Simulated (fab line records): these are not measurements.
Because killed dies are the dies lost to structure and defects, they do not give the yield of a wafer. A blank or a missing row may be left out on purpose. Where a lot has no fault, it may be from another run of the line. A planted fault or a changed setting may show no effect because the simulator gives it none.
fab line records -- flow sky130
record: lots: 6, wafers: 18, last-day: 50
route steps=708 shown LI_CONTACT@369 PAD_OPEN@708
lots that met no fault: taken from a fault-free run of the same line
start-h: hours from the record's first day to the start of the lot's first wafer shown -- wait-h: hours elapsed since this lot's preceding step -- " unchanged from the row above -- L1.1+2: a row that stands for several wafers -- - no value, or no start given -- * or withheld: withheld -- < > ~ a bound
route shown NAME@n: a module of which the file shows steps, and the number in the route of the first -- usual: average and standard deviation across the fault-free wafers -- same: alike in all rows -- chamber/n: place in a boat -- sites: the reading at each site -- _std_site: how widely they spread, as a standard deviation -- _edge_site: the outer-site mean with the inner-site mean subtracted -- radius-mm: how far each site lies from the wafer's centre -- mask NAME#n: copy n -- behind: tool/chamber where the wafer was last shaped -- hold: why the lot went on hold/how many hours it stayed there/how the hold came to an end -- device: whichever transistor did not switch (one of n, p or np) -- end of line: tests of these same wafers at the route's end -- a step given without rows: its recipe and nothing more -- killed: count of dies lost to structure and defects at first sort (not the wafer's yield) -- map: the dies of a wafer, with x for killed, . for not killed, _ for no die there
set.NAME: the run value of the setting; set.NAME@STEP: its run value at that earlier step -- model.NAME: the simulator's own value behind a step, which no gauge read
lots at some steps of the route; a table a step, a row a wafer
services: the hour from which a tool's chamber was out of use, counted from the record's first day as start-h (under 0 if before that day), plus the number of hours and why
== steps ==
step: SKY_LI_CONTACT_COAT_07
recipe: resist: KrF-thick, spin-rpm: 3000, resist-thk-nm: 450
step: SKY_LI_CONTACT_SOFTBAKE_08
recipe: temp-c: 100, time-s: 90, resist: KrF-thick
step: SKY_LI_CONTACT_EXPOSE_09
recipe: mask-id: LICM1, na: 0.8, source-shape: annular, sigma-inner: 0.55, sigma-outer: 0.85, target-cd-nm: 170, dose-mj: 38
step: SKY_LI_CONTACT_PEB_10
recipe: peb-temp-c: withheld, peb-time-s: withheld, resist: KrF-thick
step: SKY_LI_CONTACT_DEVELOP_11
recipe: develop-time-s: 60, resist: KrF-thick, dev-temp-c: 21
step: SKY_LI_CONTACT_CD_MEAS_12
recipe: target-cd-nm: 170
usual: cd-nm: 170.0/1.2
lot.wafer,tool,chamber,start-h,wait-h,cd-nm
L317.2,cd-sem-02,-,680.37,-,170.4
L317.4,cd-sem-02,-,680.37,-,171.0
L317.5,cd-sem-02,-,680.37,-,172.5
L321.2,cd-sem-01,-,705.27,-,170.8
L321.4,cd-sem-01,-,705.27,-,169.8
L321.5,cd-sem-01,-,705.27,-,169.9
L326.3,cd-sem-01,-,748.18,-,171.1
L326.4,cd-sem-01,-,748.18,-,170.1
L326.6,cd-sem-01,-,748.18,-,170.8
L332.1,cd-sem-01,-,803.04,-,171.2
L332.2,cd-sem-01,-,803.04,-,169.5
L332.6,cd-sem-01,-,803.04,-,169.8
L333.1,cd-sem-02,-,813.89,-,172.1
L333.4,cd-sem-02,-,813.89,-,173.5
L333.6,cd-sem-02,-,813.89,-,172.6
L338.1,cd-sem-01,-,857.96,-,170.6
L338.3,cd-sem-01,-,857.96,-,170.5
L338.6,cd-sem-01,-,857.96,-,170.3
step: SKY_LI_CONTACT_OVL_MEAS_13
usual: LI_CONTACT_OVL: -1/5.7
lot.wafer,tool,chamber,start-h,wait-h,LI_CONTACT_OVL[nm]
L317.2,overlay-01,-,680.48,0.1,-4
L317.4,overlay-01,-,680.48,0.1,4
L317.5,overlay-01,-,680.48,0.1,-5
L321.2,overlay-02,-,705.38,0.1,4
L321.4,overlay-02,-,705.38,0.1,6
L321.5,overlay-02,-,705.38,0.1,-2
L326.3,overlay-01,-,748.27,0.1,-6
L326.4,overlay-01,-,748.27,0.1,-3
L326.6,overlay-01,-,748.27,0.1,-2
L332.1,overlay-02,-,803.16,0.1,-7
L332.2,overlay-02,-,803.16,0.1,-6
L332.6,overlay-02,-,803.16,0.1,-9
L333.1,overlay-01,-,814.01,0.1,4
L333.4,overlay-01,-,814.01,0.1,10
L333.6,overlay-01,-,814.01,0.1,7
L338.1,overlay-02,-,858.08,0.1,-5
L338.3,overlay-02,-,858.08,0.1,-3
L338.6,overlay-02,-,858.08,0.1,0
step: SKY_LI_CONTACT_ETCH_14
recipe: chemistry: N2/H2, target: BARC, ion-energy-ev: 200, source-w: 500, bias-w: 100, pressure-mtorr: 30, n2-flow-sccm: 100, h2-flow-sccm: 200, stop-on: SiO2, time-s: 45.9, target-depth-a: 600
usual: drypump-motor-current-A: 5.7/0.34, oes-product-au: 0.855/0.0051, throttle-valve-pct: 13.224/0.0097
lot.wafer,tool,chamber,start-h,wait-h,drypump-motor-current-A,oes-product-au,rf-hours-counter-h,throttle-valve-pct
L317.2,rie-diel-02,3,680.51,0.0,6.3,0.860,49,13.221
L317.4,rie-diel-02,1,680.51,0.0,5.9,0.860,39,13.226
L317.5,rie-diel-02,0,680.51,0.0,4.8,0.853,-,13.237
L321.2,rie-diel-02,2,705.41,0.0,6.0,0.853,1,13.212
L321.4,rie-diel-02,1,705.41,0.0,5.9,0.851,40,13.229
L321.5,rie-diel-02,0,705.41,0.0,4.9,0.846,-,13.219
L326.3,rie-diel-01,0,748.29,0.0,5.6,0.851,33,13.211
L326.4,rie-diel-01,2,748.29,0.0,5.9,0.848,-,13.230
L326.6,rie-diel-01,3,748.29,0.0,6.0,0.858,-,13.213
L332.1,rie-diel-01,2,803.19,0.0,5.9,0.839,7,13.234
L332.2,rie-diel-01,1,803.19,0.0,5.4,0.851,1,13.221
L332.6,rie-diel-01,1,803.19,0.0,5.4,0.853,-,13.222
L333.1,rie-diel-01,3,814.04,0.0,6.0,0.860,19,13.221
L333.4,rie-diel-01,2,814.04,0.0,5.9,0.858,-,13.231
L333.6,rie-diel-01,1,814.04,0.0,5.4,0.867,-,13.212
L338.1,rie-diel-01,0,858.11,0.0,5.6,0.858,1,13.231
L338.3,rie-diel-01,1,858.11,0.0,5.4,0.853,3,13.218
L338.6,rie-diel-01,1,858.11,0.0,5.4,0.861,-,13.213
step: SKY_LI_CONTACT_ETCH_15
recipe: target: PSG, chemistry: C4F8/O2/Ar, stop-on: Si, taper-deg: 4.15, mask-material: KrF-thick, source-w: 1500, bias-w: 1200, pressure-mtorr: 40, c4f8-flow-sccm: withheld, O2_flow_sccm: 6, Ar_flow_sccm: 300, time-s: withheld, target-depth-a: 6000
usual: oes-product-au: 0.837/0.0048
lot.wafer,tool,chamber,start-h,wait-h,oes-product-au
L317.2,rie-diel-02,3,680.55,0.0,0.830
L317.4,rie-diel-02,1,680.55,0.0,0.832
L317.5,rie-diel-02,0,680.55,0.0,0.833
L321.2,rie-diel-02,2,705.45,0.0,0.842
L321.4,rie-diel-02,1,705.45,0.0,0.834
L321.5,rie-diel-02,0,705.45,0.0,0.838
L326.3,rie-diel-01,0,748.33,0.0,0.835
L326.4,rie-diel-01,2,748.33,0.0,0.832
L326.6,rie-diel-01,3,748.33,0.0,0.835
L332.1,rie-diel-01,2,803.23,0.0,0.835
L332.2,rie-diel-01,1,803.23,0.0,0.842
L332.6,rie-diel-01,1,803.23,0.0,0.837
L333.1,rie-diel-01,3,814.08,0.0,0.833
L333.4,rie-diel-01,2,814.08,0.0,0.835
L333.6,rie-diel-01,1,814.08,0.0,0.837
L338.1,rie-diel-01,0,858.16,0.0,0.843
L338.3,rie-diel-01,1,858.16,0.0,0.835
L338.6,rie-diel-01,1,858.16,0.0,0.839
step: SKY_LI_CONTACT_STRIP_16
recipe: chemistry: O2/N2, power-w: 1400, pressure-mtorr: 1500, platen-temp-c: withheld, o2-flow-sccm: 3000, n2-flow-sccm: 300, overash-fraction: 0.5
usual: drypump-motor-current-A: 5.6/0.49, oes-product-au: 0.376/0.005, strip-time-to-endpoint-s: 3.49/0.049
lot.wafer,tool,chamber,start-h,wait-h,drypump-motor-current-A,oes-product-au,rf-hours-counter-h,strip-time-to-endpoint-s
L317.2,plasma-asher-02,0,680.63,-,4.9,0.376,86,3.50
L317.4,plasma-asher-02,1,680.63,-,6.2,0.371,-,3.47
L317.5,plasma-asher-02,0,680.63,-,4.9,0.378,-,3.54
L321.2,plasma-asher-01,1,705.53,-,5.7,0.374,27,3.52
L321.4,plasma-asher-01,0,705.53,-,6.1,0.378,-,3.54
L321.5,plasma-asher-01,0,705.53,-,6.1,0.378,-,3.54
L326.3,plasma-asher-02,0,748.45,-,4.9,0.380,-,3.40
L326.4,plasma-asher-02,1,748.45,-,6.2,0.368,-,3.38
L326.6,plasma-asher-02,0,748.45,-,4.9,0.379,-,3.47
L332.1,plasma-asher-01,0,803.32,-,6.1,0.364,37,3.42
L332.2,plasma-asher-01,1,803.32,-,5.7,0.382,37,3.50
L332.6,plasma-asher-01,0,803.32,-,6.1,0.378,-,3.47
L333.1,plasma-asher-01,1,814.17,-,5.7,0.381,38,3.54
L333.4,plasma-asher-01,0,814.17,-,6.1,0.374,-,3.45
L333.6,plasma-asher-01,0,814.17,-,6.1,0.379,-,3.49
L338.1,plasma-asher-03,0,858.24,-,5.3,0.374,11,3.46
L338.3,plasma-asher-03,0,858.24,-,5.3,0.373,-,3.49
L338.6,plasma-asher-03,0,858.24,-,5.3,0.370,-,3.47
step: SKY_LI_CONTACT_CLEAN_17
recipe: chemistry: NMP, time-s: 600, temp-c: 60, dry: n2-spin
step: SKY_LI_CONTACT_PRE_CLEAN_18
recipe: gas: Ar, time-s: 5.6, bias-v: 358
step: SKY_LI_CONTACT_SPUTTER_19
recipe: material: Ti, target-thk-nm: 20, chamber-pressure-pa: 5, power-w: 2500, substrate-temp-c: 200, time-s: 106.37
usual: throttle-valve-pct: 29.9/1.3
lot.wafer,tool,chamber,start-h,wait-h,throttle-valve-pct,model.Ti_of_LI_CONTACT_SPUTTER_19.thk-nm
L317.2,pvd-sputter-01,-,680.93,0.0,30.2,19.64
L317.4,pvd-sputter-01,-,680.93,0.0,32.3,19.54
L317.5,pvd-sputter-01,-,680.93,0.0,32.3,19.5
L321.2,pvd-sputter-04,-,705.83,0.0,30.6,20.39
L321.4,pvd-sputter-04,-,705.83,0.0,27.5,20.14
L321.5,pvd-sputter-04,-,705.83,0.0,29.3,20.22
L326.3,pvd-sputter-01,-,748.71,0.0,32.3,19.84
L326.4,pvd-sputter-01,-,748.71,0.0,30.1,20.11
L326.6,pvd-sputter-01,-,748.71,0.0,29.9,20.07
L332.1,pvd-sputter-01,-,803.63,0.0,29.8,21.05
L332.2,pvd-sputter-01,-,803.63,0.0,32.6,20.12
L332.6,pvd-sputter-01,-,803.63,0.0,30.1,20.37
L333.1,pvd-sputter-01,-,814.46,0.0,28.1,20.06
L333.4,pvd-sputter-01,-,814.46,0.0,30.1,20.08
L333.6,pvd-sputter-01,-,814.46,0.0,30.2,20.81
L338.1,pvd-sputter-03,-,858.71,0.0,30.1,19.67
L338.3,pvd-sputter-03,-,858.71,0.0,29.1,20.16
L338.6,pvd-sputter-03,-,858.71,0.0,29.0,20.03
step: SKY_LI_CONTACT_SPUTTER_20
recipe: material: TiN, target-thk-nm: 20, chamber-pressure-pa: 5, power-w: 4000, time-s: 80
usual: throttle-valve-pct: 29.9/1.3
lot.wafer,tool,chamber,start-h,wait-h,throttle-valve-pct
L317.2,pvd-sputter-01,-,681.00,0.0,29.9
L317.4,pvd-sputter-01,-,681.00,0.0,32.3
L317.5,pvd-sputter-01,-,681.00,0.0,32.4
L321.2,pvd-sputter-04,-,705.90,0.0,30.7
L321.4,pvd-sputter-04,-,705.90,0.0,27.6
L321.5,pvd-sputter-04,-,705.90,0.0,29.2
L326.3,pvd-sputter-01,-,748.79,0.0,32.3
L326.4,pvd-sputter-01,-,748.79,0.0,30.0
L326.6,pvd-sputter-01,-,748.79,0.0,29.7
L332.1,pvd-sputter-01,-,803.71,0.0,29.9
L332.2,pvd-sputter-01,-,803.71,0.0,32.3
L332.6,pvd-sputter-01,-,803.71,0.0,29.9
L333.1,pvd-sputter-01,-,814.54,0.0,28.3
L333.4,pvd-sputter-01,-,814.54,0.0,30.0
L333.6,pvd-sputter-01,-,814.54,0.0,30.1
L338.1,pvd-sputter-03,-,858.79,0.0,30.0
L338.3,pvd-sputter-03,-,858.79,0.0,29.0
L338.6,pvd-sputter-03,-,858.79,0.0,29.1
step: SKY_PAD_OPEN_PROBE_99
usual: killed_at_M0_to_M3: 43/6.7, killed_at_M4_up: 3.1/1.9, killed-at-contacts: 25/5, killed-at-front-end: 15/4, killed-at-other: 0.4/0.69, killed-dies: 87/9.2, killed-open: 46/7.1, killed-short: 40/6.8
same: gross-dies: 492, killed-at-back-side: 0
lot.wafer,tool,chamber,start-h,wait-h,killed_at_M0_to_M3,killed_at_M4_up,killed-at-contacts,killed-at-front-end,killed-at-other,killed-dies,killed-open,killed-short
L317.2,prober-01,-,1080.40,0.1,48,5,18,11,1,83,47,35
L317.4,prober-01,-,1080.50,0.2,40,2,28,15,2,87,45,41
L317.5,prober-01,-,1080.55,0.2,40,4,31,10,1,86,50,36
L338.1,prober-02,-,1203.11,0.1,50,4,21,18,0,93,43,49
L338.3,prober-02,-,1203.21,0.2,48,0,15,17,0,80,45,35
L338.6,prober-02,-,1203.36,0.2,53,4,22,19,0,98,52,46
killed by level:class
L317.2 VIA1:geometric-particle:open=12 VIA3:geometric-particle:open=10 VIA2:geometric-particle:open=8 FIELD_ISO:geometric-particle:short=7 LOCAL_INTERCONNECT:geometric-particle:short=5 CONTACT:geometric-particle:open=5 METAL1:geometric-particle:short=5 METAL2:geometric-particle:short=5
L317.4 CONTACT:geometric-particle:open=10 VIA2:geometric-particle:open=8 LOCAL_INTERCONNECT:geometric-particle:short=7 LI_CONTACT:geometric-particle:open=6 VIA1:geometric-particle:open=5 FIELD_ISO:geometric-particle:open=4 METAL1:geometric-particle:short=4 METAL2:geometric-particle:short=4
L317.5 CONTACT:geometric-particle:open=12 VIA1:geometric-particle:open=10 LI_CONTACT:geometric-particle:open=7 VIA2:geometric-particle:open=7 METAL1:geometric-particle:short=6 VIA3:geometric-particle:open=6 CONTACT:geometric-particle:short=5 LOCAL_INTERCONNECT:geometric-particle:short=4
L338.1 VIA1:geometric-particle:open=10 VIA1:geometric-particle:short=7 METAL2:geometric-particle:short=7 LI_CONTACT:geometric-particle:open=6 CONTACT:geometric-particle:open=6 METAL1:geometric-particle:short=5 VIA3:geometric-particle:open=5 VIA3:geometric-particle:short=5
L338.3 VIA1:geometric-particle:open=14 CONTACT:geometric-particle:open=7 POLY_GATE:geometric-particle:short=6 VIA2:geometric-particle:open=6 METAL2:geometric-particle:short=6 VIA3:geometric-particle:open=5 VIA1:geometric-particle:short=4 FIELD_ISO:geometric-particle:short=3
L338.6 VIA2:geometric-particle:open=12 VIA1:geometric-particle:open=10 FIELD_ISO:geometric-particle:open=7 CONTACT:geometric-particle:open=7 METAL2:geometric-particle:short=7 VIA3:geometric-particle:open=6 LI_CONTACT:geometric-particle:short=5 METAL1:geometric-particle:short=5
== services ==
tool,chamber,start-h,hours,kind
rie-diel-01,3,674.53,6.9,repair
rie-diel-01,0,680.12,9.9,repair
rie-diel-02,0,697.32,6.4,repair
rie-diel-01,-,714.24,5.7,repair
rie-diel-02,3,716.65,-,clean
plasma-asher-03,-,717.84,0.6,repair
rie-diel-01,0,728.48,3.9,repair
plasma-asher-03,-,733.75,9.0,pm
rie-diel-01,0,738.54,7.4,repair
rie-diel-02,-,740.99,1.0,repair
plasma-asher-03,-,745.64,1.0,repair
rie-diel-01,1,745.94,-,clean
rie-diel-01,1,745.94,17.3,scheduled-down
rie-diel-01,1,745.94,17.3,vent-cycle
rie-diel-01,2,772.10,7.7,repair
pvd-sputter-01,3,784.60,-,consumable-replace:kit
pvd-sputter-01,3,784.60,18.0,scheduled-down
pvd-sputter-01,3,784.60,18.0,vent-cycle
rie-diel-01,0,791.59,8.7,repair
rie-diel-01,0,800.29,-,clean
rie-diel-01,0,800.29,28.6,scheduled-down
rie-diel-01,0,800.29,28.6,vent-cycle
plasma-asher-03,-,823.44,1.9,repair
pvd-sputter-04,-,850.35,2.1,repair
== key ==
first-sign none at tools or gauges
model-effect: step: SKY_LI_CONTACT_SPUTTER_19, value: Ti_of_LI_CONTACT_SPUTTER_19.thk-nm, without: 19.9, struck: 20.93
met-at SKY_LI_CONTACT_SPUTTER_19
struck-wafers L332.1,L333.6
tester-left-out L332,L333
fault: kind: process-parameter-drift, tool: pvd-sputter-01, chamber: -, onset-h: 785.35, steps: SKY_LI_CONTACT_SPUTTER_19, channel: time-s, offset: *, shape: step, end-h: 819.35, acts-in: *, stated: *, scope: struck-wafers-only
tester-left-out: of these lots the tester's yield and bins aren't shown, on N5 and GAA mostly nor the transistor test; their killed dies are dies lost to structure and defects alone, not to doping, threshold or leakage, so they don't give the yield
